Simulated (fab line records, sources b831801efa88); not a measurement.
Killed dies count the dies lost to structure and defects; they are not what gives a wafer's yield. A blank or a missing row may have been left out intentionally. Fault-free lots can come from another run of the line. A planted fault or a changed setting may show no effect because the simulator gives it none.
The same fault as seen by 2 desks    flow gf180mcu    each desk holds nothing but its own numbers, with what lay behind them at the end

== FOR THE TOOL OWNER'S DESK: krfScanner-01 ==
The tool's own readings at GF_V3_EXPOSE_11 (exposes mask Via3, target cd 260 nm): means of the sampled wafers that have a number, for each lot that ran on this tool. A lot is out of limits, marked OUT, if its mean lies more than 4 standard deviations from the usual mean; the brackets give that distance.
Columns: A = exposureDoseMJCm2 at GF_V3_EXPOSE_11, usual 37.93
lot   first seen here  A
L757  day 24 05:09     38.03
L758  day 24 09:01     37.96
L760  day 25 19:05     37.99
L762  day 26 00:43     37.96
L765  day 26 18:12     37.94
L767  day 27 06:14     37.90
L768  day 27 14:31     37.91
L771  day 28 17:59     37.93
L772  day 28 20:22     35.37 (-66) OUT
L773  day 29 01:54     35.36 (-66) OUT
This desk's verdict: out of limits on L772, L773, starting with L772 at day 28 20:22 (exposureDoseMJCm2 at GF_V3_EXPOSE_11). L757, L758, L760, L762, L765, L767, L768, L771 stayed within limits.

== FROM THE METROLOGY DESK ==
What the gauges read, lot by lot, whatever tool the lot ran on: means of the sampled wafers that have a number. A lot is out of limits, marked OUT, if its mean lies more than 4 standard deviations from the usual mean; the brackets give that distance.
Columns: A = M3_ALCU_THK at GF_M3_THK_MEAS_06, usual 449 nm; B = V3_CVD_02_THK at GF_V3_THK_MEAS_03, usual 844 nm; C = cdNm at GF_V3_CD_MEAS_14, usual 259.9 nm
lot   first seen here  A    B    C
L755  day 22 09:56     448  842  259.6
L757  day 22 16:55     454  854  259.9
L758  day 22 20:46     452  844  260.6
L759  day 23 11:49     447  844  260.5
L761  day 24 07:49     448  854  259.6
L760  day 24 08:55     443  849  260.6
L762  day 24 14:19     446  848  260.6
L765  day 25 08:41     452  848  260.4
L767  day 25 18:56     444  848  258.5
L768  day 26 05:35     447  829  260.9
L771  day 27 09:48     453  847  262.1
L772  day 27 12:53     457  832  248.5 (-8.8) OUT
L773  day 27 18:10     445  846  247.0 (-9.9) OUT
This desk's verdict: out of limits on L772, L773, starting with L772 at day 29 06:13 (cdNm at GF_V3_CD_MEAS_14). L755, L757, L758, L759, L761, L760, L762, L765, L767, L768, L771 stayed within limits.

== BROUGHT TOGETHER ==
On L772, L773, at day 28 20:22, an alarm was possible from the tool owner's desk.
On L772, L773, the metrology desk was in a position to raise an alarm at day 29 06:13.
On krfScanner-01, each named lot ran GF_V3_EXPOSE_11.

== WHAT THE SIMULATOR HAD INSERTED ==
Process parameters drifting: krfScanner-01 at GF_V3_EXPOSE_11, beginning at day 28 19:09. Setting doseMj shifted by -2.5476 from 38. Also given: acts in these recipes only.
Lots struck among those shown: L772, L773.
Delay (hours) between the fault's onset and each desk's first out-of-limits reading: 1 at the tool owner's desk, 11 at the metrology desk.
